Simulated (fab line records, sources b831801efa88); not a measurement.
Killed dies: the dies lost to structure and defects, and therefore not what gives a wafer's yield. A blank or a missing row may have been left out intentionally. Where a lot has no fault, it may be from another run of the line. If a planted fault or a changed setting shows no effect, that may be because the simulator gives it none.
Matching of chambers :: flow sky130 :: SKY_CAPM_CVD_00 on pecvd-02 has 3 sister chambers
The step deposits SiO2, target thk 15.5 nm. 3 wafers are shown with their chamber, then 7 later ones without.

## WAFERS, EACH WITH ITS CHAMBER
wafer: L093.2
chamber: 1
heaterPowerW (W): 730

wafer: L094.1
chamber: 2
heaterPowerW (W): 625

wafer: L094.3
chamber: 0
heaterPowerW (W): 571

## WAFERS WITH NO CHAMBER GIVEN
wafer: L094.6
heaterPowerW (W): 725

wafer: L095.1
heaterPowerW (W): 727

wafer: L095.4
heaterPowerW (W): 730

wafer: L095.5
heaterPowerW (W): 576

wafer: L097.1
heaterPowerW (W): 688

wafer: L097.3
heaterPowerW (W): 525

wafer: L097.5
heaterPowerW (W): 540

## EACH ONE'S CHAMBER
wafer: L094.6
from the rows above: 1
in truth: 1

wafer: L095.1
from the rows above: 1
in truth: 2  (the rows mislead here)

wafer: L095.4
from the rows above: 1
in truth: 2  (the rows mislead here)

wafer: L095.5
from the rows above: can't be placed: 0 or 2
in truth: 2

wafer: L097.1
from the rows above: can't be placed: 1 or 2
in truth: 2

wafer: L097.3
from the rows above: 0
in truth: 0

wafer: L097.5
from the rows above: 0
in truth: 0
Correct placement for 3 of the 7. Unplaceable from these rows: 2, with the true chamber sitting among the candidates in 2. 2 placed wrongly.
How it was worked out, from the rows above alone: a wafer's distance from a chamber is the root of the sum, over the readings, of the square of ((its reading less the chamber's mean) divided by the reading's scatter). If the next closest chamber is less than 2 further off than the closest, the wafer can't be placed; otherwise it belongs to the closest. For every chamber, the mean is computed from those of its wafers that are shown. The scatter (one wafer shown for each chamber): square how far every hidden wafer sits from the nearest shown wafer, average those squares and take the square root.
